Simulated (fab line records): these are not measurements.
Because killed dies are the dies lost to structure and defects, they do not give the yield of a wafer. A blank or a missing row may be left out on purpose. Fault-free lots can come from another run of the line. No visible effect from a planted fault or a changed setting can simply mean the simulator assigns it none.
Which of the tools did it? | flow gf180mcu | Sampling: 10 lots, 30 wafers, 3 of 602 route steps

== WHAT EACH GAUGE READ, for each wafer ==
GF_V5_RS_MEAS_24: measures by four-point-probe.
lot  | measured     | on            | V5_W_RS (ohm/sq)
L653 | day 27 10:50 | film metro-04 | 0.320 0.324 0.330
L654 | day 27 19:40 | film metro-04 | 0.331 0.331 0.332
L657 | day 28 18:02 | film metro-04 | 0.329 0.327 0.327
L659 | day 29 10:00 | film metro-04 | 0.326 0.330 0.331
L660 | day 29 19:19 | film metro-04 | 0.335 0.331 0.331
L662 | day 30 12:37 | film metro-03 | 0.329 0.327 0.326
L664 | day 30 22:20 | film metro-02 | 0.335 0.331 0.332
L666 | day 31 06:08 | film metro-04 | 0.335 0.332 0.328
L668 | day 32 05:07 | film metro-04 | 0.202 0.202 0.201 0.202 0.201 0.201
L670 | day 32 11:29 | film metro-02 | 0.324 0.325 0.199 0.323 0.325 0.199

== WHICH TOOL RAN EACH LOT (tool, then ch and the chambers of the sampled wafers, then the start) ==
lot  | GF_V5_ETCH_16                      | GF_V5_CVD_23
L653 | rie diel-01 ch 0,1,3, day 27 09:53 | cvd w-02 ch 0,1, day 27 10:44
L654 | rie diel-01 ch 0,1, day 27 18:40   | cvd w-01 ch 0,1, day 27 19:33
L657 | rie diel-04 ch 1,2, day 28 17:06   | cvd w-01 ch 0,1, day 28 17:56
L659 | rie diel-01 ch 0,1,3, day 29 09:04 | cvd w-02 ch 0,1, day 29 09:53
L660 | rie diel-01 ch 1,3, day 29 18:20   | cvd w-02 ch 0,1, day 29 19:13
L662 | rie diel-04 ch 1,2, day 30 11:25   | cvd w-02 ch 0,1, day 30 12:31
L664 | rie diel-04 ch 1,2, day 30 21:24   | cvd w-01 ch 0,1, day 30 22:14
L666 | rie diel-01 ch 0,1,3, day 31 05:05 | cvd w-01 ch 1, day 31 05:55
L668 | rie diel-02 ch 0,2, day 32 04:13   | cvd w-02 ch 0, day 32 05:00
L670 | rie diel-01 ch 1,2,3, day 32 10:35 | cvd w-02 ch 0,1, day 32 11:23
- GF_V5_ETCH_16: etches BARC in N2/H2.
- GF_V5_CVD_23: deposits W, target thk 350 nm, time 104.9 s.

== THE ANSWER, worked out from the rows above alone ==
Rule: the lots themselves supply what counts as usual. Put in order of their means at a reading, lots are off if they are a third of the lots or fewer, leave a main group of 4 or more, and stand apart from it by a gap of 3 or more times the standard deviation of the main group's means; of several such gaps the widest counts. A main group is skipped when, at the precision printed for the reading in the tables above, its means are all equal. A lot without any number at a reading at which 4 lots or more have one is off too. The other lots that the step has rows for count as sound.
Off: L668, L670, seen at GF_V5_RS_MEAS_24 (V5_W_RS). For the main group the mean is 0.330 ohm/sq and the standard deviation 0.0027.
A tool fits if, at a process step before that reading, it ran every lot that is off, and no sound lot after the first of them. Gauges at GF_V5_RS_MEAS_24: tried the same way as those tools. One candidate fits, namely cvd w-02 at GF_V5_CVD_23. Its last sound lot is L662 (day 30 12:31), its first lot that is off L668 (day 32 05:00): a fault that began between those two fits.

== WHAT HAD BEEN PUT IN BY THE SIMULATOR ==
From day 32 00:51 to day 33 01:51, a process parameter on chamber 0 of cvd w-02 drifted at GF_V5_CVD_23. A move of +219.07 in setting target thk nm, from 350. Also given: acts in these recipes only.
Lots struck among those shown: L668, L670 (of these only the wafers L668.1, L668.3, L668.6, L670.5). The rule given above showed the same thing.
